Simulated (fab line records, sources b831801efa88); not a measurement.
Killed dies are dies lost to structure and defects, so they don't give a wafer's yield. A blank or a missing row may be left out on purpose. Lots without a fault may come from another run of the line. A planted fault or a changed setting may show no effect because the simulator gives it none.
Which tool did it? | flow gf180mcu | 24 lots, 72 wafers sampled, at 5 steps of a route of 602

WHAT THE GAUGES READ, wafer by wafer
GF_PSD_RS_MEAS_14: measures by four-point-probe. Usual: NSD_RS 46.07 ohm/sq, standard deviation 0.083.
lot  | measured     | on            | NSD_RS (ohm/sq)   | flag
L074 | day 14 02:20 | film_metro-03 | 46.08 46.09 46.04 |
L075 | day 14 13:37 | film_metro-04 | 46.05 46.06 46.13 |
L076 | day 15 00:04 | film_metro-01 | 46.06 46.05 46.08 |
L077 | day 15 04:32 | film_metro-04 | 46.08 46.16 46.16 |
L078 | day 15 17:01 | film_metro-01 | 46.06 45.99 45.98 |
L079 | day 15 23:55 | film_metro-01 | 46.20 46.17 46.10 |
L080 | day 16 06:46 | film_metro-03 | 46.16 46.13 46.31 |
L081 | day 17 05:43 | film_metro-01 | 46.08 46.07 45.99 |
L082 | day 17 08:10 | film_metro-03 | 46.08 46.15 46.16 |
L083 | day 17 14:19 | film_metro-03 | 46.04 45.94 45.97 |
L084 | day 18 03:29 | film_metro-04 | 46.01 46.06 46.06 |
L086 | day 18 15:51 | film_metro-03 | 45.93 45.91 45.97 |
L085 | day 18 16:26 | film_metro-01 | 46.26 46.10 46.10 |
L087 | day 19 02:30 | film_metro-03 | 46.05 46.12 46.10 |
L088 | day 19 10:40 | film_metro-01 | 46.07 45.99 46.07 |
L090 | day 19 23:25 | film_metro-03 | 46.24 46.24 46.18 |
L089 | day 20 00:41 | film_metro-03 | 46.01 46.00 46.09 |
L091 | day 20 07:46 | film_metro-04 | 45.98 46.01 46.08 |
L092 | day 20 14:23 | film_metro-01 | 46.14 45.97 46.04 |
L093 | day 20 21:56 | film_metro-03 | 45.99 46.04 46.05 |
L094 | day 21 09:29 | film_metro-01 | 45.98 46.02 46.04 |
L095 | day 21 15:47 | film_metro-01 | 46.00 46.09 46.16 |
L096 | day 21 22:17 | film_metro-01 | 46.13 46.17 46.04 |
L097 | day 22 08:07 | film_metro-03 | 45.98 46.11 46.08 |

GF_CONTACT_RS_MEAS_25: measures by four-point-probe. Usual: CONTACT_W_RS 0.379 ohm/sq, standard deviation 0.0045.
lot  | measured     | on            | CONTACT_W_RS (ohm/sq) | flag
L074 | day 16 00:03 | film_metro-02 | 0.387 0.381 0.388     |
L075 | day 16 11:23 | film_metro-03 | 0.379 0.381 0.374     |
L076 | day 16 23:47 | film_metro-03 | 0.372 0.380 0.373     |
L077 | day 17 04:00 | film_metro-02 | 0.374 0.378 0.376     |
L078 | day 17 16:35 | film_metro-03 | 0.377 0.376 0.377     |
L079 | day 17 23:29 | film_metro-03 | 0.368 0.375 0.374     |
L080 | day 18 07:20 | film_metro-01 | 0.386 0.378 0.381     |
L081 | day 19 08:11 | film_metro-02 | 0.379 0.380 0.384     |
L082 | day 19 10:23 | film_metro-03 | 0.384 0.386 0.385     |
L083 | day 19 17:28 | film_metro-01 | 0.378 0.384 0.385     |
L084 | day 20 06:52 | film_metro-03 | 0.383 0.383 0.378     |
L086 | day 20 18:57 | film_metro-01 | 0.374 0.372 0.379     |
L085 | day 20 19:38 | film_metro-02 | 0.383 0.379 0.383     |
L087 | day 21 05:41 | film_metro-01 | 0.371 0.379 0.368     |
L088 | day 21 14:05 | film_metro-01 | 0.384 0.376 0.384     |
L090 | day 22 01:17 | film_metro-01 | 0.369 0.376 0.371     |
L089 | day 22 02:51 | film_metro-02 | 0.382 0.380 0.376     |
L091 | day 22 10:07 | film_metro-03 | 0.387 0.387 0.382     |
L092 | day 22 16:10 | film_metro-03 | 0.383 0.379 0.374     |
L093 | day 22 23:06 | film_metro-01 | 0.377 0.376 0.376     |
L094 | day 23 11:02 | film_metro-02 | 0.387 0.378 0.388     |
L095 | day 23 16:21 | film_metro-01 | 0.377 0.378 0.374     |
L096 | day 23 22:57 | film_metro-03 | 0.378 0.376 0.373     |
L097 | day 24 08:43 | film_metro-03 | 0.379 0.378 0.377     |

GF_CONTACT_THK_MEAS_26: measures by xrf. Usual: CONTACT_W_THK 309 nm, standard deviation 4.1.
lot  | measured     | on            | CONTACT_W_THK (nm) | flag
L074 | day 16 00:10 | film_metro-02 | 302 306 300        |
L075 | day 16 11:31 | film_metro-03 | 310 307 315        |
L076 | day 16 23:55 | film_metro-03 | 317 310 317        |
L077 | day 17 04:07 | film_metro-02 | 313 311 313        |
L078 | day 17 16:42 | film_metro-03 | 310 311 309        |
L079 | day 17 23:36 | film_metro-03 | 317 315 314        |
L080 | day 18 07:27 | film_metro-01 | 302 308 305        |
L081 | day 19 08:19 | film_metro-02 | 305 307 304        |
L082 | day 19 10:30 | film_metro-03 | 308 305 306        |
L083 | day 19 17:35 | film_metro-01 | 310 304 304        |
L084 | day 20 06:58 | film_metro-03 | 309 311 312        |
L086 | day 20 19:04 | film_metro-01 | 309 311 303        |
L085 | day 20 19:45 | film_metro-02 | 306 308 304        |
L087 | day 21 05:47 | film_metro-01 | 312 306 315        |
L088 | day 21 14:12 | film_metro-01 | 301 309 303        |
L090 | day 22 01:24 | film_metro-01 | 317 310 314        |
L089 | day 22 02:58 | film_metro-02 | 310 310 313        |
L091 | day 22 10:13 | film_metro-03 | 305 304 308        |
L092 | day 22 16:16 | film_metro-03 | 307 311 315        |
L093 | day 22 23:13 | film_metro-01 | 308 309 312        |
L094 | day 23 11:09 | film_metro-02 | 303 310 303        |
L095 | day 23 16:28 | film_metro-01 | 310 310 313        |
L096 | day 23 23:04 | film_metro-03 | 315 316 320        |
L097 | day 24 08:50 | film_metro-03 | 310 313 312        |

GF_M1_THK_MEAS_06: measures by xrf. Usual: M1_ALCU_THK 446 nm, standard deviation 5.3.
lot  | measured     | on            | M1_ALCU_THK (nm) | flag
L074 | day 16 00:52 | film_metro-01 | 443 439 442      |
L075 | day 16 12:13 | film_metro-03 | 445 450 448      |
L076 | day 17 00:39 | film_metro-03 | 448 445 447      |
L077 | day 17 04:49 | film_metro-01 | 451 456 450      |
L078 | day 17 17:24 | film_metro-04 | 438 442 434      |
L079 | day 18 00:18 | film_metro-04 | 450 449 450      |
L080 | day 18 08:09 | film_metro-04 | 453 453 452      |
L081 | day 19 09:01 | film_metro-03 | 450 446 448      |
L082 | day 19 11:12 | film_metro-01 | 452 448 452      |
L083 | day 19 18:18 | film_metro-03 | 459 462 455      |
L084 | day 20 07:40 | film_metro-01 | 443 443 443      |
L086 | day 20 19:46 | film_metro-03 | 445 448 448      |
L085 | day 20 20:27 | film_metro-04 | 442 440 447      |
L087 | day 21 06:29 | film_metro-04 | 446 446 446      |
L088 | day 21 14:56 | film_metro-01 | 442 446 444      |
L090 | day 22 02:06 | film_metro-01 | 443 442 446      |
L089 | day 22 03:40 | film_metro-04 | 453 452 448      |
L091 | day 22 10:56 | film_metro-04 | 441 444 441      |
L092 | day 22 16:58 | film_metro-04 | 449 452 449      |
L093 | day 22 23:55 | film_metro-03 | 442 444 448      |
L094 | day 23 11:51 | film_metro-04 | 443 438 440      |
L095 | day 23 17:10 | film_metro-03 | 436 433 440      |
L096 | day 23 23:46 | film_metro-03 | 442 448 446      |
L097 | day 24 09:33 | film_metro-03 | 452 448 447      |

WHICH TOOL RAN EACH LOT (tool, then ch and the chambers of the sampled wafers, then the start)
lot  | GF_SALICIDE_RTA_06
L074 | rtp_anneal-01 ch 0, day 15 00:10
L075 | rtp_anneal-02 ch 0, day 15 11:47
L076 | rtp_anneal-01 ch 0, day 15 23:30
L077 | rtp_anneal-02 ch 0, day 16 03:52
L078 | rtp_anneal-01 ch 0, day 16 15:46
L079 | rtp_anneal-02 ch 0, day 16 22:42
L080 | rtp_anneal-01 ch 0, day 17 06:09
L081 | rtp_anneal-02 ch 0, day 18 05:53
L082 | rtp_anneal-02 ch 0, day 18 08:32
L083 | rtp_anneal-02 ch 0, day 18 15:04
L084 | rtp_anneal-02 ch 0, day 19 04:25
L086 | rtp_anneal-02 ch 0, day 19 17:11
L085 | rtp_anneal-02 ch 0, day 19 18:22
L087 | rtp_anneal-01 ch 0, day 20 03:41
L088 | rtp_anneal-01 ch 0, day 20 12:01
L090 | rtp_anneal-01 ch 0, day 21 00:03
L089 | rtp_anneal-01 ch 0, day 21 01:16
L091 | rtp_anneal-02 ch 0, day 21 08:43
L092 | rtp_anneal-02 ch 0, day 21 15:07
L093 | rtp_anneal-01 ch 0, day 21 22:13
L094 | rtp_anneal-02 ch 0, day 22 10:11
L095 | rtp_anneal-01 ch 0, day 22 15:47
L096 | rtp_anneal-02 ch 0, day 22 22:02
L097 | rtp_anneal-02 ch 0, day 23 08:10
- GF_SALICIDE_RTA_06: time 30 s.

WHAT THE TOOLS THEMSELVES READ (means of the sampled wafers that have a number; where no wafer has one, the mark that the record gives instead)
GF_SALICIDE_RTA_06. Usual: chamber_o2_ppm 2.006, standard deviation 0.022; lamp_power_pct 6.1 %, standard deviation 0.73; wafer_temp_C_max 531.5, standard deviation 0.4.
lot  | tool          | chamber_o2_ppm | lamp_power_pct (%) | wafer_temp_C_max | flag
L074 | rtp_anneal-01 | 2.006          | 7.0                | 531.5            |
L075 | rtp_anneal-02 | 2.020          | 5.5                | 531.2            |
L076 | rtp_anneal-01 | 2.009          | 7.0                | 531.7            |
L077 | rtp_anneal-02 | 1.992          | 5.5                | 531.5            |
L078 | rtp_anneal-01 | 2.033          | 7.0                | 532.0            |
L079 | rtp_anneal-02 | 1.999          | 5.5                | 531.3            |
L080 | rtp_anneal-01 | 1.990          | 7.0                | 531.4            |
L081 | rtp_anneal-02 | 1.996          | 5.5                | 530.9            |
L082 | rtp_anneal-02 | 1.985          | 5.5                | 531.3            |
L083 | rtp_anneal-02 | 1.974          | 5.5                | 532.2            |
L084 | rtp_anneal-02 | 1.994          | 5.5                | 531.3            |
L086 | rtp_anneal-02 | 1.998          | 5.5                | 531.5            |
L085 | rtp_anneal-02 | 2.007          | 5.5                | 531.2            |
L087 | rtp_anneal-01 | 2.013          | 7.0                | 531.8            |
L088 | rtp_anneal-01 | 2.040          | 7.0                | 531.5            |
L090 | rtp_anneal-01 | 2.020          | 7.0                | 531.3            |
L089 | rtp_anneal-01 | 1.996          | 7.0                | 532.1            |
L091 | rtp_anneal-02 | 2.011          | 5.5                | 531.3            |
L092 | rtp_anneal-02 | 1.998          | 5.5                | 531.0            |
L093 | rtp_anneal-01 | 2.027          | 7.0                | 531.6            |
L094 | rtp_anneal-02 | 2.010          | 5.5                | 531.2            |
L095 | rtp_anneal-01 | 2.032          | 7.0                | 531.7            |
L096 | rtp_anneal-02 | 2.003          | 5.5                | 531.4            |
L097 | rtp_anneal-02 | 2.022          | 5.5                | 531.6            |

THE ANSWER, worked out from the rows above alone
Rule: a lot is off if the mean of its wafers that have a number lies more than 3 standard deviations from the usual mean. A lot without any number at a reading at which 4 lots or more have one is off too. The other lots that the step has rows for count as sound. The gauges are gone through in route order, then the tools' own readings, and for those a lot's mean is taken as printed above. The first step at which some lot is off is used, and at that step the reading that is off furthest; a lot without a number counts as furthest.
No lot is off at any reading shown: from this, nothing can be told.

WHAT THE SIMULATOR HAD PUT IN
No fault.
